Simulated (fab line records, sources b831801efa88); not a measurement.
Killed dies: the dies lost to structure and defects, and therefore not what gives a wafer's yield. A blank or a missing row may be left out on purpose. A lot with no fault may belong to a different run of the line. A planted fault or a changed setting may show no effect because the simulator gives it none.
fab line records    flow gf180mcu
[record] lots = 24  wafers = 72  lastDay = 34
route steps=602 shown STI@3 NWELL@53 HV_LDD@233 NSD@243 V1@350 M2@365
lots that met no fault: taken from a fault-free run of the same line
startH: start of the lot's first displayed wafer, in hours after the record's first day    waitH: how many hours have passed since the lot's step before this one    " identical to the entry in the row above    L1.1+2: several wafers, shown together as one row    - no value, or no start given    * or withheld: withheld    < > ~ a bound
route shown NAME@n: names a module that has steps shown in the file, with the first one's number in the route    usual: mean/standard deviation taken from wafers without a fault    same: alike in all rows    chamber/n: place in a boat    sites: readings site by site    _std_site: standard deviation across them    _edge_site: inner sites' mean taken away from outer sites' mean    radiusMm: how far each site lies from the wafer's centre    mask NAME#n: copy n    behind: tool/chamber where the wafer was last shaped    hold: the reason the lot was held/the length of the hold in hours/how it ended    device: the transistor (n, p or np) that didn't switch    end of line: at the end of the route, the tests of the same wafers    where a step has no rows: the recipe by itself    killed: not the wafer's yield, but the dies lost to structure and defects at the first sort    map: a wafer's dies, marking killed ones x, the rest . and places with no die _
set.NAME: the setting that was run; set.NAME@STEP: the one run at that earlier step    model.NAME: the simulator's own value behind a step, which no gauge read
steps of the route over a sample of lots; a table a step, a row a wafer
services: when a tool's chamber went out of use (startH, in hours from the record's first day, below 0 if earlier), for how many hours, and the reason
[[steps]]
[step GF_STI_THK_MEAS_02]
[recipe] reads = SiO2_of_STI_OXIDATION_01
[usual] STI_OXIDATION_THK = 10.00/0.21
lot.wafer  tool          chamber  startH  waitH  STI_OXIDATION_THK[nm]
L074.1     filmMetro-03  -        14.03   0.0    10.12
L074.2     "             -        "       "      10.23
L074.4     "             -        "       "      10.25
L075.1     filmMetro-02  -        17.63   0.2    10.19
L075.4     "             -        "       "      10.07
L075.6     "             -        "       "      10.10
L076.1     filmMetro-03  -        21.83   0.0    10.06
L076.2     "             -        "       "      9.87
L076.4     "             -        "       "      9.69
L077.1     filmMetro-02  -        26.95   0.0    10.15
L077.2     "             -        "       "      10.00
L077.4     "             -        "       "      10.23
L078.2     filmMetro-02  -        31.59   0.0    9.94
L078.4     "             -        "       "      10.16
L078.5     "             -        "       "      10.02
L079.3     filmMetro-03  -        36.63   0.0    9.94
L079.4     "             -        "       "      9.76
L079.5     "             -        "       "      9.75
L080.4     filmMetro-03  -        41.54   0.0    10.11
L080.5     "             -        "       "      10.08
L080.6     "             -        "       "      9.87
L081.4     filmMetro-02  -        46.67   0.0    9.98
L081.5     "             -        "       "      10.05
L081.6     "             -        "       "      9.85
L082.1     filmMetro-02  -        52.40   0.0    10.55
L082.5     "             -        "       "      10.45
L082.6     "             -        "       "      10.39
L083.4     filmMetro-03  -        57.99   0.0    10.32
L083.5     "             -        "       "      10.06
L083.6     "             -        "       "      10.23
L084.2     filmMetro-02  -        61.52   0.0    10.01
L084.4     "             -        "       "      9.98
L084.6     "             -        "       "      9.93
L085.2     filmMetro-04  -        66.52   0.0    9.90
L085.3     "             -        "       "      10.09
L085.4     "             -        "       "      9.89
L086.1     filmMetro-04  -        72.51   0.0    10.25
L086.4     "             -        "       "      10.19
L086.5     "             -        "       "      10.37
L087.4     filmMetro-04  -        78.81   0.0    9.79
L087.5     "             -        "       "      9.57
L087.6     "             -        "       "      9.74
L088.1     filmMetro-04  -        84.72   0.1    9.97
L088.3     "             -        "       "      10.13
L088.4     "             -        "       "      10.27
L089.1     filmMetro-03  -        89.52   0.0    10.08
L089.2     "             -        "       "      10.07
L089.4     "             -        "       "      10.31
L090.4     filmMetro-02  -        93.47   0.0    9.91
L090.5     "             -        "       "      9.73
L090.6     "             -        "       "      9.83
L091.3     filmMetro-02  -        96.93   0.0    9.98
L091.5     "             -        "       "      9.96
L091.6     "             -        "       "      9.89
L092.1     filmMetro-03  -        101.51  0.0    10.14
L092.2     "             -        "       "      10.08
L092.3     "             -        "       "      9.86
L093.1     filmMetro-03  -        106.51  0.0    10.02
L093.2     "             -        "       "      9.98
L093.4     "             -        "       "      10.03
L094.1     filmMetro-02  -        111.51  0.0    9.83
L094.4     "             -        "       "      9.84
L094.5     "             -        "       "      9.82
L095.1     filmMetro-02  -        117.41  0.0    9.78
L095.2     "             -        "       "      9.69
L095.6     "             -        "       "      9.71
L096.2     filmMetro-04  -        121.90  0.0    10.20
L096.3     "             -        "       "      10.02
L096.4     "             -        "       "      10.13
L097.1     filmMetro-03  -        128.57  0.0    9.55
L097.3     "             -        "       "      9.57
L097.4     "             -        "       "      9.93
[step GF_NWELL_TW_MEAS_11]
[usual] NWELL_TW = 1565/13
lot.wafer  tool          chamber  startH  waitH  NWELL_TW
L074.1     filmMetro-01  -        58.19   0.1    1566
L074.2     "             -        "       "      1575
L074.4     "             -        "       "      1574
L075.1     filmMetro-01  -        61.53   0.1    1567
L075.4     "             -        "       "      1574
L075.6     "             -        "       "      1569
L076.1     filmMetro-04  -        67.23   0.1    1550
L076.2     "             -        "       "      1545
L076.4     "             -        "       "      1545
L077.1     filmMetro-04  -        70.94   0.1    1546
L077.2     "             -        "       "      1554
L077.4     "             -        "       "      1545
L078.2     filmMetro-01  -        76.04   0.1    1586
L078.4     "             -        "       "      1575
L078.5     "             -        "       "      1582
L079.3     filmMetro-04  -        83.52   0.1    1545
L079.4     "             -        "       "      1543
L079.5     "             -        "       "      1551
L080.4     filmMetro-04  -        87.72   0.1    1542
L080.5     "             -        "       "      1540
L080.6     "             -        "       "      1547
L081.4     filmMetro-04  -        92.18   0.1    1548
L081.5     "             -        "       "      1551
L081.6     "             -        "       "      1559
L082.1     filmMetro-04  -        100.29  0.1    1545
L082.5     "             -        "       "      1555
L082.6     "             -        "       "      1558
L083.4     filmMetro-04  -        109.81  0.1    1553
L083.5     "             -        "       "      1545
L083.6     "             -        "       "      1544
L084.2     filmMetro-01  -        118.51  0.1    1576
L084.4     "             -        "       "      1581
L084.6     "             -        "       "      1584
L085.2     filmMetro-03  -        119.56  0.1    1569
L085.3     "             -        "       "      1565
L085.4     "             -        "       "      1569
L086.1     filmMetro-03  -        121.85  0.1    1577
L086.4     "             -        "       "      1570
L086.5     "             -        "       "      1572
L087.4     filmMetro-04  -        127.92  0.1    1557
L087.5     "             -        "       "      1553
L087.6     "             -        "       "      1559
L088.1     filmMetro-01  -        134.28  0.1    1585
L088.3     "             -        "       "      1584
L088.4     "             -        "       "      1576
L089.1     filmMetro-04  -        139.60  0.1    1569
L089.2     "             -        "       "      1549
L089.4     "             -        "       "      1567
L091.3     filmMetro-01  -        149.20  0.1    1577
L091.5     "             -        "       "      1577
L091.6     "             -        "       "      1576
L090.4     filmMetro-03  -        150.27  0.1    1567
L090.5     "             -        "       "      1564
L090.6     "             -        "       "      1561
L092.1     filmMetro-03  -        153.59  0.1    1580
L092.2     "             -        "       "      1576
L092.3     "             -        "       "      1574
L093.1     filmMetro-01  -        158.79  0.1    1582
L093.2     "             -        "       "      1577
L093.4     "             -        "       "      1569
L094.1     filmMetro-03  -        165.64  0.1    1572
L094.4     "             -        "       "      1576
L094.5     "             -        "       "      1569
L095.1     filmMetro-01  -        172.39  0.1    1575
L095.2     "             -        "       "      1580
L095.6     "             -        "       "      1580
L096.2     filmMetro-01  -        176.80  0.1    1575
L096.3     "             -        "       "      1574
L096.4     "             -        "       "      1577
L097.1     filmMetro-04  -        184.39  0.1    1549
L097.3     "             -        "       "      1552
L097.4     "             -        "       "      1557
[step GF_HV_LDD_THK_MEAS_57]
[recipe] reads = Si3N4_of_HV_LDD_CVD_56
[usual] HV_LDD_CVD_56_THK = 90.0/0.66
lot.wafer  tool          chamber  startH  waitH  HV_LDD_CVD_56_THK[nm]
L074.1     filmMetro-04  -        277.86  0.0    90.1
L074.2     "             -        "       "      90.0
L074.4     "             -        "       "      90.1
L075.1     filmMetro-04  -        285.62  0.0    91.2
L075.4     "             -        "       "      90.2
L075.6     "             -        "       "      90.9
L076.1     filmMetro-04  -        291.39  0.0    88.8
L076.2     "             -        "       "      89.4
L076.4     "             -        "       "      89.1
L077.1     filmMetro-01  -        296.07  0.0    91.5
L077.2     "             -        "       "      90.7
L077.4     "             -        "       "      91.2
L078.2     filmMetro-03  -        307.41  0.0    89.7
L078.4     "             -        "       "      89.7
L078.5     "             -        "       "      90.2
L079.3     filmMetro-04  -        316.23  0.0    88.1
L079.4     "             -        "       "      89.3
L079.5     "             -        "       "      88.7
L080.4     filmMetro-01  -        323.69  0.0    88.8
L080.5     "             -        "       "      90.1
L080.6     "             -        "       "      90.1
L081.4     filmMetro-01  -        327.61  0.0    89.7
L081.5     "             -        "       "      90.2
L081.6     "             -        "       "      90.0
L082.1     filmMetro-01  -        339.56  0.0    90.2
L082.5     "             -        "       "      90.7
L082.6     "             -        "       "      90.5
L083.4     filmMetro-01  -        354.68  0.0    91.1
L083.5     "             -        "       "      89.7
L083.6     "             -        "       "      90.7
L084.2     filmMetro-01  -        365.37  0.0    90.2
L084.4     "             -        "       "      89.9
L084.6     "             -        "       "      90.9
L085.2     filmMetro-01  -        368.40  0.0    90.0
L085.3     "             -        "       "      90.0
L085.4     "             -        "       "      89.7
L086.1     filmMetro-01  -        369.23  0.0    89.3
L086.4     "             -        "       "      89.8
L086.5     "             -        "       "      90.4
L087.4     filmMetro-03  -        381.41  0.0    89.8
L087.5     "             -        "       "      89.4
L087.6     "             -        "       "      90.1
L088.1     filmMetro-01  -        392.51  0.0    90.6
L088.3     "             -        "       "      90.2
L088.4     "             -        "       "      90.8
L089.1     filmMetro-01  -        401.27  0.0    88.2
L089.2     "             -        "       "      89.5
L089.4     "             -        "       "      89.4
L091.3     filmMetro-03  -        412.53  0.0    90.7
L091.5     "             -        "       "      90.4
L091.6     "             -        "       "      89.6
L090.4     filmMetro-03  -        415.53  0.0    89.8
L090.5     "             -        "       "      89.5
L090.6     "             -        "       "      89.7
L092.1     filmMetro-04  -        421.84  0.0    89.8
L092.2     "             -        "       "      89.4
L092.3     "             -        "       "      89.9
L093.1     filmMetro-01  -        431.65  0.0    89.8
L093.2     "             -        "       "      89.2
L093.4     "             -        "       "      89.1
L094.1     filmMetro-01  -        443.62  0.0    90.4
L094.4     "             -        "       "      88.9
L094.5     "             -        "       "      91.2
L095.1     filmMetro-01  -        453.26  0.0    90.8
L095.2     "             -        "       "      89.9
L095.6     "             -        "       "      90.1
L096.2     filmMetro-03  -        463.36  0.0    90.9
L096.3     "             -        "       "      90.8
L096.4     "             -        "       "      90.1
L097.1     filmMetro-04  -        472.95  0.0    90.1
L097.3     "             -        "       "      90.0
L097.4     "             -        "       "      89.8
[step GF_NSD_OVL_MEAS_08]
[usual] NSD_OVL = -0.9/1.3
lot.wafer  tool        chamber  startH  waitH  NSD_OVL[nm]
L074.1     overlay-01  -        298.38  0.1    -1.6
L074.2     "           -        "       "      0.5
L074.4     "           -        "       "      0.3
L075.1     overlay-02  -        305.79  0.1    -1.3
L075.4     "           -        "       "      -1.1
L075.6     "           -        "       "      -0.3
L076.1     overlay-01  -        311.83  0.1    1.4
L076.2     "           -        "       "      1.6
L076.4     "           -        "       "      -0.2
L077.1     overlay-01  -        316.66  0.1    -0.3
L077.2     "           -        "       "      -1.3
L077.4     "           -        "       "      0.4
L078.2     overlay-01  -        328.18  0.1    0.2
L078.4     "           -        "       "      -0.7
L078.5     "           -        "       "      -1.4
L079.3     overlay-02  -        336.83  0.1    0.4
L079.4     "           -        "       "      -0.8
L079.5     "           -        "       "      -1.9
L080.4     overlay-02  -        344.49  0.1    0.8
L080.5     "           -        "       "      -0.3
L080.6     "           -        "       "      1.1
L081.4     overlay-02  -        347.88  0.1    -1.2
L081.5     "           -        "       "      -2.8
L081.6     "           -        "       "      -3.3
L082.1     overlay-02  -        360.61  0.1    -2.1
L082.5     "           -        "       "      -1.8
L082.6     "           -        "       "      -3.1
L083.4     overlay-01  -        375.89  0.1    -0.2
L083.5     "           -        "       "      -0.5
L083.6     "           -        "       "      1.0
L084.2     overlay-02  -        387.42  0.1    -2.2
L084.4     "           -        "       "      -2.0
L084.6     "           -        "       "      -1.4
L085.2     overlay-02  -        390.22  0.1    -1.9
L085.3     "           -        "       "      0.0
L085.4     "           -        "       "      -1.3
L086.1     overlay-02  -        391.17  0.1    -0.3
L086.4     "           -        "       "      -1.7
L086.5     "           -        "       "      -0.3
L087.4     overlay-01  -        404.45  0.1    -2.0
L087.5     "           -        "       "      -2.1
L087.6     "           -        "       "      -0.9
L088.1     overlay-02  -        415.37  0.1    -1.0
L088.3     "           -        "       "      -2.5
L088.4     "           -        "       "      -1.0
L089.1     overlay-01  -        424.26  0.1    -0.5
L089.2     "           -        "       "      -2.6
L089.4     "           -        "       "      -0.3
L091.3     overlay-02  -        435.92  0.1    -1.1
L091.5     "           -        "       "      -2.3
L091.6     "           -        "       "      -2.8
L090.4     overlay-01  -        439.03  0.1    -0.9
L090.5     "           -        "       "      -0.7
L090.6     "           -        "       "      -1.3
L092.1     overlay-01  -        446.49  0.1    -0.3
L092.2     "           -        "       "      -2.5
L092.3     "           -        "       "      1.7
L093.1     overlay-02  -        456.43  0.1    -2.5
L093.2     "           -        "       "      -2.4
L093.4     "           -        "       "      -2.4
L094.1     overlay-02  -        467.86  0.1    1.7
L094.4     "           -        "       "      1.0
L094.5     "           -        "       "      0.9
L095.1     overlay-02  -        476.97  0.1    -1.1
L095.2     "           -        "       "      -0.9
L095.6     "           -        "       "      -3.0
L096.2     overlay-02  -        486.73  0.1    -1.7
L096.3     "           -        "       "      -1.8
L096.4     "           -        "       "      -0.1
L097.1     overlay-01  -        496.13  0.1    -1.5
L097.3     "           -        "       "      -0.5
L097.4     "           -        "       "      -0.2
[step GF_V1_OVL_MEAS_15]
[usual] V1_OVL = 6/5.4
lot.wafer  tool        chamber  startH  waitH  V1_OVL[nm]
L074.1     overlay-01  -        411.68  0.1    4
L074.2     "           -        "       "      10
L074.4     "           -        "       "      16
L075.1     overlay-01  -        420.42  0.1    1
L075.4     "           -        "       "      4
L075.6     "           -        "       "      9
L076.1     overlay-01  -        425.43  0.1    -3
L076.2     "           -        "       "      0
L076.4     "           -        "       "      2
L077.1     overlay-01  -        431.37  0.1    15
L077.2     "           -        "       "      9
L077.4     "           -        "       "      14
L078.2     overlay-01  -        446.78  0.1    6
L078.4     "           -        "       "      12
L078.5     "           -        "       "      0
L079.3     overlay-02  -        455.18  0.1    14
L079.4     "           -        "       "      4
L079.5     "           -        "       "      6
L080.4     overlay-02  -        463.71  0.1    2
L080.5     "           -        "       "      2
L080.6     "           -        "       "      2
L081.4     overlay-01  -        468.19  0.1    -6
L081.5     "           -        "       "      3
L081.6     "           -        "       "      0
L082.1     overlay-01  -        483.37  0.1    6
L082.5     "           -        "       "      1
L082.6     "           -        "       "      4
L083.4     overlay-01  -        500.64  0.1    1
L083.5     "           -        "       "      9
L083.6     "           -        "       "      3
L084.2     overlay-02  -        511.47  0.1    9
L084.4     "           -        "       "      9
L084.6     "           -        "       "      5
L085.2     overlay-01  -        513.73  0.1    11
L085.3     "           -        "       "      10
L085.4     "           -        "       "      16
L086.1     overlay-01  -        518.47  0.1    3
L086.4     "           -        "       "      4
L086.5     "           -        "       "      0
L087.4     overlay-02  -        529.93  0.1    1
L087.5     "           -        "       "      10
L087.6     "           -        "       "      4
L088.1     overlay-01  -        539.82  0.1    9
L088.3     "           -        "       "      7
L088.4     "           -        "       "      4
L089.1     overlay-01  -        548.97  0.1    8
L089.2     "           -        "       "      16
L089.4     "           -        "       "      5
L091.3     overlay-02  -        559.09  0.1    3
L091.5     "           -        "       "      -2
L091.6     "           -        "       "      -3
L090.4     overlay-01  -        561.25  0.1    16
L090.5     "           -        "       "      8
L090.6     "           -        "       "      16
L092.1     overlay-01  -        568.12  0.1    10
L092.2     "           -        "       "      8
L092.3     "           -        "       "      14
L093.1     overlay-02  -        577.27  0.1    1
L093.2     "           -        "       "      2
L093.4     "           -        "       "      1
L094.1     overlay-02  -        586.63  0.1    3
L094.4     "           -        "       "      4
L094.5     "           -        "       "      -1
L095.1     overlay-01  -        594.48  0.1    -3
L095.2     "           -        "       "      6
L095.6     "           -        "       "      8
L096.2     overlay-01  -        602.23  0.1    7
L096.3     "           -        "       "      12
L096.4     "           -        "       "      10
L097.1     overlay-02  -        609.97  0.1    15
L097.3     "           -        "       "      13
L097.4     "           -        "       "      4
[step GF_M2_SPUTTER_03]
[recipe] material = Ti  targetThkNm = 10  substrateTempC = 300  chamberPressurePa = 0.3  powerW = 3000  timeS = 6.7
[usual] cathodeDcPowerW = 3000.0/0.52  throttleValvePct = 29.7/1.2
lot.wafer  tool           chamber  startH  waitH  cathodeDcPowerW  throttleValvePct
L074.1     pvdSputter-03  -        413.28  0.0    3000.4           29.1
L074.2     "              -        "       "      3000.3           29.3
L074.4     "              -        "       "      3000.4           27.5
L075.1     pvdSputter-03  -        421.97  0.0    2999.7           27.5
L075.4     "              -        "       "      3000.3           29.3
L075.6     "              -        "       "      3000.3           30.2
L076.1     pvdSputter-04  -        426.98  0.0    2999.6           27.8
L076.2     "              -        "       "      2999.0           31.8
L076.4     "              -        "       "      3000.7           29.4
L077.1     pvdSputter-01  -        432.92  0.0    3000.0           29.0
L077.2     "              -        "       "      2999.9           30.1
L077.4     "              -        "       "      3000.3           31.0
L078.2     pvdSputter-03  -        448.34  0.0    3000.1           27.6
L078.4     "              -        "       "      2999.4           29.4
L078.5     "              -        "       "      3000.2           27.7
L079.3     pvdSputter-03  -        456.72  0.0    2999.5           27.8
L079.4     "              -        "       "      2999.5           29.5
L079.5     "              -        "       "      3000.5           30.1
L080.4     pvdSputter-04  -        465.30  0.0    3000.8           29.8
L080.5     "              -        "       "      3000.2           29.6
L080.6     "              -        "       "      3000.2           29.6
L081.4     pvdSputter-04  -        470.23  0.0    2999.7           31.6
L081.5     "              -        "       "      2999.8           31.7
L081.6     "              -        "       "      3000.1           29.8
L082.1     pvdSputter-01  -        484.96  0.0    3000.6           29.0
L082.5     "              -        "       "      3000.2           29.2
L082.6     "              -        "       "      3001.4           30.9
L083.4     pvdSputter-01  -        502.20  0.0    3000.1           31.4
L083.5     "              -        "       "      3000.1           30.8
L083.6     "              -        "       "      3000.3           29.1
L084.2     pvdSputter-03  -        513.06  0.0    2999.4           27.7
L084.4     "              -        "       "      3000.1           30.4
L084.6     "              -        "       "      3000.6           29.1
L085.2     pvdSputter-01  -        515.29  0.0    2999.5           31.1
L085.3     "              -        "       "      3000.6           31.1
L085.4     "              -        "       "      2999.4           30.1
L086.1     pvdSputter-01  -        520.04  0.0    2999.9           30.1
L086.4     "              -        "       "      2998.8           28.6
L086.5     "              -        "       "      2999.0           29.1
L087.4     pvdSputter-03  -        531.50  0.0    2999.4           30.3
L087.5     "              -        "       "      2999.4           29.3
L087.6     "              -        "       "      2999.4           29.3
L088.1     pvdSputter-03  -        541.40  0.0    3000.3           27.4
L088.3     "              -        "       "      2999.7           29.3
L088.4     "              -        "       "      2999.7           30.0
L089.1     pvdSputter-04  -        550.57  0.0    2999.4           27.9
L089.2     "              -        "       "      3000.0           29.7
L089.4     "              -        "       "      2999.7           31.5
L091.3     pvdSputter-01  -        560.63  0.0    2999.7           31.5
L091.5     "              -        "       "      2999.3           29.2
L091.6     "              -        "       "      3000.0           31.0
L090.4     pvdSputter-01  -        562.81  0.0    3000.9           30.9
L090.5     "              -        "       "      3000.3           29.2
L090.6     "              -        "       "      2999.9           31.1
L092.1     pvdSputter-03  -        569.67  0.0    2999.8           27.6
L092.2     "              -        "       "      3000.4           29.6
L092.3     "              -        "       "      2999.6           29.4
L093.1     pvdSputter-04  -        578.83  0.0    2999.6           31.3
L093.2     "              -        "       "      3000.5           29.3
L093.4     "              -        "       "      3000.0           29.4
L094.1     pvdSputter-03  -        588.22  0.0    2999.5           30.2
L094.4     "              -        "       "      3000.2           29.4
L094.5     "              -        "       "      2999.7           29.3
L095.1     pvdSputter-01  -        596.06  0.0    3000.7           31.3
L095.2     "              -        "       "      2999.9           30.9
L095.6     "              -        "       "      3000.1           29.3
L096.2     pvdSputter-01  -        603.78  0.0    2999.2           29.8
L096.3     "              -        "       "      3000.3           31.0
L096.4     "              -        "       "      3000.1           31.7
L097.1     pvdSputter-03  -        611.53  0.0    2999.9           27.3
L097.3     "              -        "       "      3000.0           30.6
L097.4     "              -        "       "      3000.3           29.4
[[services]]
tool           chamber  startH  hours  kind
pvdSputter-01  2        410.35  -      consumableReplace:kit
pvdSputter-01  2        410.35  18.0   scheduledDown
pvdSputter-01  2        410.35  18.0   ventCycle
pvdSputter-03  0        466.06  -      consumableReplace:kit
pvdSputter-03  0        466.06  18.0   scheduledDown
pvdSputter-03  0        466.06  18.0   ventCycle
pvdSputter-01  -        571.73  1.6    repair
pvdSputter-04  2        578.89  -      consumableReplace:kit
pvdSputter-04  2        578.89  18.0   scheduledDown
pvdSputter-04  2        578.89  18.0   ventCycle
pvdSputter-01  1        610.57  -      consumableReplace:kit
pvdSputter-01  1        610.57  18.0   scheduledDown
pvdSputter-01  1        610.57  18.0   ventCycle
[[key]]
fault none
